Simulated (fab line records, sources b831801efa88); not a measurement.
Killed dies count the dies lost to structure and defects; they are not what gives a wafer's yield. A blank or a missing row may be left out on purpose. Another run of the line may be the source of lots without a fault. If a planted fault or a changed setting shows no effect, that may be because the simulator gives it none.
fab line records	flow sky130
record lots=6	wafers=18	lastDay=50
route steps=708 shown VT_ADJUST_LVTN@109 VT_ADJUST_NCORE@119 PAD_OPEN@708
lots with no fault: from the same line, run without faults
startH: hours from the record's opening day to when the first of the lot's shown wafers began	waitH: how many hours have passed since the lot's step before this one	" same as the row above	L1.1+2: several wafers, shown together as one row	- either no value or no given start	* or withheld: withheld	< > ~ a bound
route shown NAME@n: a module of which the file shows steps, and the number in the route of the first	usual: mean/standard deviation taken from wafers without a fault	same: alike in all rows	chamber/n: place in a boat	sites: each site's reading	_std_site: standard deviation of those values	_edge_site: outer sites' mean less inner sites'	radiusMm: how far each site lies from the wafer's centre	mask NAME#n: copy n	behind: the last tool/chamber to shape the wafer	hold: why the lot was held/for how many hours/how that ended	device: transistor that didn't switch, given as n, p or np	end of line: the tests these same wafers got at the end of their route	a step without rows: its recipe alone	killed: not the wafer's yield, but the dies lost to structure and defects at the first sort	map: shows each die of a wafer: x if killed, . if not, _ if none is there
set.NAME: the setting the step ran with; set.NAME@STEP: the setting that earlier step ran with	model.NAME: the simulator's own value behind a step, which no gauge read
lots at selected steps of the route; one table per step, one row per wafer
services: from which hour (startH, from the record's first day; less than 0 if before it) a tool's chamber was out of use, for how many hours, and why
## steps
# step SKY_VT_ADJUST_LVTN_HMDS_12
# recipe primeTimeS=60	primeTempC=120
# step SKY_VT_ADJUST_LVTN_COAT_13
# recipe resist=NOVOLAK	spinRpm=3000	resistThkNm=1140
# step SKY_VT_ADJUST_LVTN_SOFTBAKE_14
# recipe tempC=90	timeS=60	resist=NOVOLAK
# step SKY_VT_ADJUST_LVTN_EXPOSE_15
# recipe maskId=HVN_STD_DERIVED	na=0.6	sourceShape=conventional	sigmaOuter=0.6	polarization=unpolarized	targetCdNm=600	doseMj=163
# step SKY_VT_ADJUST_LVTN_PEB_16
# recipe tempC=withheld	timeS=*	resist=NOVOLAK
# step SKY_VT_ADJUST_LVTN_DEVELOP_17
# recipe resist=NOVOLAK	developer=TMAH	developTimeS=60	devTempC=23
# step SKY_VT_ADJUST_LVTN_OVL_MEAS_18
# usual VT_ADJUST_LVTN_01_OVL=0.2/1.2
lot.wafer	tool	chamber	startH	waitH	VT_ADJUST_LVTN_01_OVL[nm]
L292.2	overlay-01	-	210.67	0.1	0.5
L292.3	"	-	"	"	-1.8
L292.4	"	-	"	"	-0.8
L295.2	overlay-02	-	238.17	0.1	-1.6
L295.4	"	-	"	"	-0.8
L295.6	"	-	"	"	0.6
L298.1	overlay-02	-	249.76	0.1	2.0
L298.2	"	-	"	"	2.4
L298.3	"	-	"	"	0.6
L299.4	overlay-02	-	258.52	0.1	0.7
L299.5	"	-	"	"	-1.0
L299.6	"	-	"	"	1.3
L300.2	overlay-01	-	266.01	0.1	-1.7
L300.4	"	-	"	"	0.2
L300.5	"	-	"	"	-1.2
L308.1	overlay-01	-	318.87	0.1	0.2
L308.4	"	-	"	"	0.6
L308.6	"	-	"	"	0.2
# step SKY_VT_ADJUST_LVTN_IMPLANT_19
# recipe species=B	energyKev=30	doseCm2=6.5e+11	tiltDeg=withheld
# step SKY_VT_ADJUST_LVTN_STRIP_20
# recipe chemistry=O2/N2	powerW=1400	pressureMtorr=1500	platenTempC=withheld	o2FlowSccm=3000	n2FlowSccm=300	overashFraction=0.5
# usual drypumpMotorCurrentA=6.1/0.47	oesProductAu=0.715/0.0045	stripTimeToEndpointS=14.18/0.041
lot.wafer	tool	chamber	startH	waitH	drypumpMotorCurrentA	oesProductAu	rfHoursCounterH	stripTimeToEndpointS
L292.2	plasmaAsher-04	0	210.85	0.1	5.6	0.721	10	14.22
L292.3	"	0	"	"	5.6	0.724	-	14.17
L292.4	"	1	"	"	6.0	0.710	-	14.20
L295.2	plasmaAsher-04	1	238.35	0.1	6.0	0.719	13	14.19
L295.4	"	1	"	"	6.0	0.719	-	14.19
L295.6	"	0	"	"	5.6	0.714	-	14.18
L298.1	plasmaAsher-02	1	249.95	0.1	6.4	0.718	58	14.17
L298.2	"	0	"	"	6.6	0.709	58	14.11
L298.3	"	1	"	"	6.4	0.717	-	14.17
L299.4	plasmaAsher-04	0	258.73	0.1	5.6	0.714	-	14.22
L299.5	"	0	"	"	5.6	0.713	-	14.23
L299.6	"	1	"	"	6.0	0.716	-	14.19
L300.2	plasmaAsher-02	1	266.19	0.1	6.4	0.717	60	14.20
L300.4	"	1	"	"	6.4	0.720	-	14.20
L300.5	"	1	"	"	6.4	0.717	-	14.27
L308.1	plasmaAsher-02	0	319.06	0.1	6.6	0.710	65	14.15
L308.4	"	0	"	"	6.6	0.713	-	14.18
L308.6	"	0	"	"	6.6	0.709	-	14.15
# step SKY_VT_ADJUST_LVTN_TW_MEAS_21
# usual VT_ADJUST_LVTN_2_TW=187.3/1.5
lot.wafer	tool	chamber	startH	waitH	VT_ADJUST_LVTN_2_TW
L292.2	filmMetro-01	-	210.96	0.1	189.7
L292.3	"	-	"	"	188.6
L292.4	"	-	"	"	189.6
L295.2	filmMetro-01	-	238.46	0.1	188.9
L295.4	"	-	"	"	190.3
L295.6	"	-	"	"	189.4
L298.1	filmMetro-02	-	250.05	0.1	186.2
L298.2	"	-	"	"	186.3
L298.3	"	-	"	"	186.6
L299.4	filmMetro-01	-	258.82	0.1	189.6
L299.5	"	-	"	"	190.5
L299.6	"	-	"	"	188.9
L300.2	filmMetro-02	-	266.30	0.1	188.5
L300.4	"	-	"	"	187.1
L300.5	"	-	"	"	187.5
L308.1	filmMetro-02	-	319.16	0.1	188.0
L308.4	"	-	"	"	188.4
L308.6	"	-	"	"	188.4
# step SKY_VT_ADJUST_NCORE_DEHYDRATE_00
# recipe tempC=200	timeS=60
# step SKY_VT_ADJUST_NCORE_HMDS_01
# recipe primeTimeS=60	primeTempC=120
# step SKY_VT_ADJUST_NCORE_COAT_02
# recipe resist=NOVOLAK	spinRpm=3000	resistThkNm=1140
lot.wafer	tool	chamber	startH	waitH	model.NOVOLAK_of_VT_ADJUST_NCORE_COAT_02.thkNm
L292.2	lithoTrack-01	0	221.89	0.1	1138
L292.3	"	0	"	"	1140
L292.4	"	0	"	"	1139
L295.2	lithoTrack-04	0	249.06	0.1	1143
L295.4	"	0	"	"	1141
L295.6	"	0	"	"	1140
L298.1	lithoTrack-04	0	261.99	0.1	1144
L298.2	"	0	"	"	1139
L298.3	"	0	"	"	1148
L299.4	lithoTrack-04	0	270.56	0.1	1087
L299.5	"	0	"	"	1091
L299.6	"	0	"	"	1092
L300.2	lithoTrack-04	0	277.91	0.1	1084
L300.4+5	"	0	"	"	1085
L308.1+4	lithoTrack-01	0	332.16	0.1	1137
L308.6	"	0	"	"	1138
# step SKY_VT_ADJUST_NCORE_SOFTBAKE_03
# recipe tempC=90	timeS=60	resist=NOVOLAK
# step SKY_VT_ADJUST_NCORE_EXPOSE_04
# recipe maskId=LVTN_COMPLEMENT_THIN	na=0.6	sourceShape=conventional	sigmaOuter=0.6	polarization=unpolarized	targetCdNm=380	doseMj=139
# step SKY_VT_ADJUST_NCORE_PEB_05
# recipe tempC=withheld	timeS=*	resist=NOVOLAK
# step SKY_VT_ADJUST_NCORE_DEVELOP_06
# recipe resist=NOVOLAK	developer=TMAH	developTimeS=60	devTempC=23
lot.wafer	tool	chamber	startH	waitH	model.NOVOLAK_of_VT_ADJUST_NCORE_COAT_02.thkNm
L292.2+4	lithoTrack-04	0	233.26	0.1	1138
L292.3	"	0	"	"	1140
L295.2	lithoTrack-01	0	260.99	0.1	1142
L295.4+6	"	0	"	"	1140
L298.1	lithoTrack-04	0	273.89	0.1	1143
L298.2	"	0	"	"	1139
L298.3	"	0	"	"	1147
L299.4	lithoTrack-04	0	282.76	0.1	1087
L299.5+6	"	0	"	"	1091
L300.2	lithoTrack-04	0	290.86	0.1	1083
L300.4+5	"	0	"	"	1084
L308.1+6	lithoTrack-02	0	345.46	0.1	1137
L308.4	"	0	"	"	1136
# step SKY_VT_ADJUST_NCORE_CD_MEAS_07
# recipe targetCdNm=380
# usual cdNm=379.1/2.4
lot.wafer	tool	chamber	startH	waitH	cdNm
L292.2	cdSem-01	-	233.41	0.1	381.4
L292.3	"	-	"	"	382.6
L292.4	"	-	"	"	380.4
L295.2	cdSem-02	-	261.13	0.1	382.0
L295.4	"	-	"	"	381.3
L295.6	"	-	"	"	384.2
L298.1	cdSem-02	-	274.04	0.1	374.8
L298.2	"	-	"	"	376.7
L298.3	"	-	"	"	375.8
L299.4	cdSem-01	-	282.90	0.1	386.8
L299.5	"	-	"	"	386.5
L299.6	"	-	"	"	386.6
L300.2	cdSem-02	-	291.01	0.1	386.8
L300.4	"	-	"	"	385.9
L300.5	"	-	"	"	385.1
L308.1	cdSem-01	-	345.61	0.1	381.2
L308.4	"	-	"	"	381.6
L308.6	"	-	"	"	381.2
# step SKY_VT_ADJUST_NCORE_OVL_MEAS_08
# usual VT_ADJUST_NCORE_OVL=-1.2/1.7
lot.wafer	tool	chamber	startH	waitH	VT_ADJUST_NCORE_OVL[nm]
L292.2	overlay-02	-	233.51	0.1	-0.4
L292.3	"	-	"	"	0.8
L292.4	"	-	"	"	-0.1
L295.2	overlay-02	-	261.24	0.1	-1.4
L295.4	"	-	"	"	-1.0
L295.6	"	-	"	"	-1.1
L298.1	overlay-02	-	274.16	0.1	-0.9
L298.2	"	-	"	"	2.5
L298.3	"	-	"	"	-0.8
L299.4	overlay-01	-	282.97	0.1	-4.6
L299.5	"	-	"	"	-3.8
L299.6	"	-	"	"	-2.9
L300.2	overlay-02	-	291.11	0.1	-1.0
L300.4	"	-	"	"	1.3
L300.5	"	-	"	"	-2.9
L308.1	overlay-02	-	345.73	0.1	-0.6
L308.4	"	-	"	"	-0.5
L308.6	"	-	"	"	-3.6
# step SKY_VT_ADJUST_NCORE_IMPLANT_09
# recipe species=B	energyKev=10	doseCm2=2.4e+12	tiltDeg=withheld
# step SKY_VT_ADJUST_NCORE_STRIP_10
# recipe chemistry=O2/N2	powerW=1400	pressureMtorr=1500	platenTempC=withheld	o2FlowSccm=3000	n2FlowSccm=300	overashFraction=0.5
# usual drypumpMotorCurrentA=6.2/0.42	oesProductAu=0.716/0.004	stripTimeToEndpointS=14.18/0.033
lot.wafer	tool	chamber	startH	waitH	drypumpMotorCurrentA	oesProductAu	rfHoursCounterH	stripTimeToEndpointS
L292.2	plasmaAsher-01	1	233.69	0.1	6.6	0.713	40	14.15
L292.3	"	0	"	"	5.4	0.712	-	14.17
L292.4	"	1	"	"	6.6	0.724	-	14.15
L295.2	plasmaAsher-03	0	261.42	0.1	5.9	0.718	53	14.22
L295.4	"	0	"	"	5.9	0.717	-	14.17
L295.6	"	0	"	"	5.9	0.716	-	14.18
L298.1	plasmaAsher-03	0	274.34	0.1	5.9	0.717	54	14.21
L298.2	"	1	"	"	6.4	0.714	54	14.16
L298.3	"	1	"	"	6.4	0.715	-	14.27
L299.4	plasmaAsher-01	0	283.18	0.1	5.4	0.724	-	13.55
L299.5	"	0	"	"	5.4	0.708	-	13.59
L299.6	"	1	"	"	6.6	0.711	-	13.60
L300.2	plasmaAsher-02	1	291.29	0.1	6.4	0.717	63	13.52
L300.4	"	1	"	"	6.5	0.712	-	13.52
L300.5	"	0	"	"	6.6	0.718	-	13.52
L308.1	plasmaAsher-01	1	345.91	0.1	6.6	0.714	52	14.14
L308.4	"	1	"	"	6.6	0.720	-	14.13
L308.6	"	0	"	"	5.4	0.717	-	14.15
# step SKY_VT_ADJUST_NCORE_TW_MEAS_11
# usual VT_ADJUST_NCORE_TW=218.6/1.5
lot.wafer	tool	chamber	startH	waitH	VT_ADJUST_NCORE_TW
L292.2	filmMetro-03	-	233.80	0.1	218.8
L292.3	"	-	"	"	217.7
L292.4	"	-	"	"	216.0
L295.2	filmMetro-04	-	261.53	0.1	216.9
L295.4	"	-	"	"	217.2
L295.6	"	-	"	"	218.4
L298.1	filmMetro-01	-	274.44	0.1	218.5
L298.2	"	-	"	"	218.2
L298.3	"	-	"	"	218.5
L299.4	filmMetro-04	-	283.27	0.1	219.1
L299.5	"	-	"	"	218.2
L299.6	"	-	"	"	218.0
L300.2	filmMetro-03	-	291.40	0.1	216.8
L300.4	"	-	"	"	218.4
L300.5	"	-	"	"	217.6
L308.1	filmMetro-01	-	346.01	0.1	222.3
L308.4	"	-	"	"	220.6
L308.6	"	-	"	"	221.1
# step SKY_PAD_OPEN_PROBE_99
# usual killed_at_M0_to_M3=42/6.9	killed_at_M4_up=3.2/1.7	killedAtContacts=23/5.5	killedAtFrontEnd=16/4	killedAtOther=0.4/0.55	killedDies=85/9.2	killedOpen=46/6.8	killedShort=38/6.2
# same grossDies=492	killedAtBackSide=0
lot.wafer	tool	chamber	startH	waitH	killed_at_M0_to_M3	killed_at_M4_up	killedAtContacts	killedAtFrontEnd	killedAtOther	killedDies	killedOpen	killedShort
L292.2	prober-02	-	1143.46	0.1	69	2	12	20	0	103	53	50
L292.3	prober-02	-	1143.51	0.2	43	2	27	21	1	94	58	35
L292.4	prober-02	-	1143.56	0.2	37	3	20	20	0	80	44	36
# killed by level:class
L292.2 VIA1:geometricParticle:open=16 METAL2:geometricParticle:short=15 VIA1:geometricParticle:short=9 VIA3:geometricParticle:open=8 METAL1:geometricParticle:short=7 FIELD_ISO:geometricParticle:short=5 LI_CONTACT:geometricParticle:open=5 CONTACT:geometricParticle:open=5
L292.3 VIA1:geometricParticle:open=14 CONTACT:geometricParticle:open=9 LI_CONTACT:geometricParticle:open=9 FIELD_ISO:geometricParticle:open=7 VIA1:geometricParticle:short=7 VIA2:geometricParticle:open=6 FIELD_ISO:geometricParticle:short=5 POLY_GATE:geometricParticle:open=5
L292.4 LI_CONTACT:geometricParticle:open=8 VIA1:geometricParticle:open=8 FIELD_ISO:geometricParticle:open=7 FIELD_ISO:geometricParticle:short=6 VIA2:geometricParticle:open=5 CONTACT:geometricParticle:open=5 METAL1:geometricParticle:short=4 POLY_GATE:geometricParticle:short=3
## services
tool	chamber	startH	hours	kind
plasmaAsher-02	-	229.49	5.3	pm
plasmaAsher-04	-	231.31	0.7	repair
plasmaAsher-03	-	264.96	1.8	repair
plasmaAsher-03	-	283.11	3.4	repair
plasmaAsher-04	-	305.14	1.0	repair
plasmaAsher-03	-	324.09	1.9	repair
plasmaAsher-02	-	335.44	14.6	pm
## key
firstSign step=SKY_VT_ADJUST_NCORE_CD_MEAS_07	reading=cdNm	direction=up	sigmas=3	usual=379.1	struck=386.3
effect step=SKY_VT_ADJUST_NCORE_STRIP_10	reading=stripTimeToEndpointS	direction=down	sigmas=19	usual=*	struck=*
modelEffect step=SKY_VT_ADJUST_NCORE_COAT_02	value=NOVOLAK_of_VT_ADJUST_NCORE_COAT_02.thkNm	without=1137	struck=1087
modelEffect step=SKY_VT_ADJUST_NCORE_DEVELOP_06	value=NOVOLAK_of_VT_ADJUST_NCORE_COAT_02.thkNm	without=1137	struck=1087
metAt SKY_VT_ADJUST_NCORE_COAT_02
struckWafers L299.4,L299.5,L299.6,L300.2,L300.4,L300.5
testerLeftOut L299,L300
onsetBetween 261.99 270.56
alsoFits SKY_VT_ADJUST_NCORE_DEVELOP_06:lithoTrack-04
fault kind=processParameterDrift	tool=lithoTrack-04	chamber=-	onsetH=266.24	steps=SKY_VT_ADJUST_NCORE_COAT_02	channel=resistThkNm	offset=-50.291	shape=step	endH=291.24	actsIn=theseRecipesOnly	stated=1140
# testerLeftOut: of these lots the tester's yield and bins aren't shown, on N5 and GAA mostly nor the transistor test; their killed dies are dies lost to structure and defects alone, not to doping, threshold or leakage, so they don't give the yield
